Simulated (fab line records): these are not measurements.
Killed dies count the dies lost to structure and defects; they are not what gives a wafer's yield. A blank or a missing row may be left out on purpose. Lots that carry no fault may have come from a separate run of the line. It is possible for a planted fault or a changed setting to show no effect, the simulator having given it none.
A single fault, viewed from 2 desks :: flow sky130 :: numbers are kept per desk, each desk with only its own; the story behind them comes last

## THE TOOL OWNER'S DESK: litho-track-03
At SKY_SONOS_TUNNEL_SOFTBAKE_03 (time 60 s), the tool's own readings, given per lot that ran on this tool as the mean of the sampled wafers with a number. Marked OUT: a lot whose mean sits more than 4 standard deviations from the usual mean, which makes it out of limits; the brackets give that distance.
Columns: A = heater-power-total-W at SKY_SONOS_TUNNEL_SOFTBAKE_03, usual 56.59 W; B = plate-temp-C at SKY_SONOS_TUNNEL_SOFTBAKE_03, usual 90.02 C
lot: L394
first seen here: day 11 12:52
A: 56.62
B: 90.02

lot: L397
first seen here: day 12 06:58
A: 56.55
B: 90.02

lot: L402
first seen here: day 14 02:07
A: 56.62
B: 89.96

lot: L406
first seen here: day 15 06:05
A: 55.72 (-19) OUT
B: 89.15 (-6.7) OUT

lot: L408
first seen here: day 16 02:13
A: 55.69 (-20) OUT
B: 89.03 (-7.6) OUT
Finding of this desk: L406, L408 out of limits; the first was L406 at day 15 06:05, on heater-power-total-W at SKY_SONOS_TUNNEL_SOFTBAKE_03. In limits: L394, L397, L402.

## THE METROLOGY DESK
What the gauges read for every lot (on any tool): the sampled wafers with a number, averaged. Marked OUT: a lot whose mean sits more than 4 standard deviations from the usual mean, which makes it out of limits; the brackets give that distance.
Columns: A = PWDE_OVL at SKY_PWDE_OVL_MEAS_07, usual -0.5 nm; B = VT_ADJUST_HVTR_OVL at SKY_VT_ADJUST_HVTR_OVL_MEAS_08, usual -0.3 nm; C = POLY_GATE_CVD_03_THK at SKY_POLY_GATE_THK_MEAS_04, usual 74.7 nm
lot: L392
first seen here: day 3 23:14
A: -0.2
B: -1.9
C: 74.3

lot: L393
first seen here: day 4 00:29
A: -0.4
B: 1.3
C: 75.0

lot: L394
first seen here: day 4 09:24
A: 0.2
B: -0.5
C: 74.9

lot: L395
first seen here: day 4 15:26
A: -1.1
B: 0.0
C: 75.6

lot: L396
first seen here: day 4 19:44
A: -0.1
B: -0.6
C: 75.4

lot: L397
first seen here: day 4 22:02
A: -0.2
B: -1.7
C: 75.2

lot: L398
first seen here: day 5 05:27
A: -0.4
B: -1.7
C: 75.9

lot: L402
first seen here: day 6 04:44
A: -0.8
B: 2.2
C: 74.3

lot: L406
first seen here: day 7 01:33
A: -1.5
B: 1.5
C: 75.6

lot: L408
first seen here: day 7 16:54
A: 0.9
B: -1.0
C: 73.0

lot: L409
first seen here: day 7 23:33
A: -0.3
B: 0.9
C: 73.6

lot: L410
first seen here: day 8 01:53
A: 1.9
B: -0.9
C: 72.9

lot: L413
first seen here: day 8 15:44
A: -2.9
B: 0.3
C: 75.1

lot: L414
first seen here: day 8 22:08
A: 0.5
B: -0.8
C: 74.0
Result from this desk: across the 14 lots, nothing is out of limits.

## ALL TOGETHER
The tool owner's desk had the chance to raise an alarm at day 15 06:05 on L406, L408.
At the metrology desk, nothing out of limits was observed.
The metrology desk has L406, L408 on record, within its limits.
The lots listed all ran SKY_SONOS_TUNNEL_SOFTBAKE_03 on litho-track-03.

## WHAT THE SIMULATOR HAD PUT IN
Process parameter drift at SKY_SONOS_TUNNEL_SOFTBAKE_03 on litho-track-03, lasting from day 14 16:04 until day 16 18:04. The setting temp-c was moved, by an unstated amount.
Shown lots that were struck: L406, L408.
Hours from the fault's start to each desk's first reading out of limits: the tool owner's desk, 14.
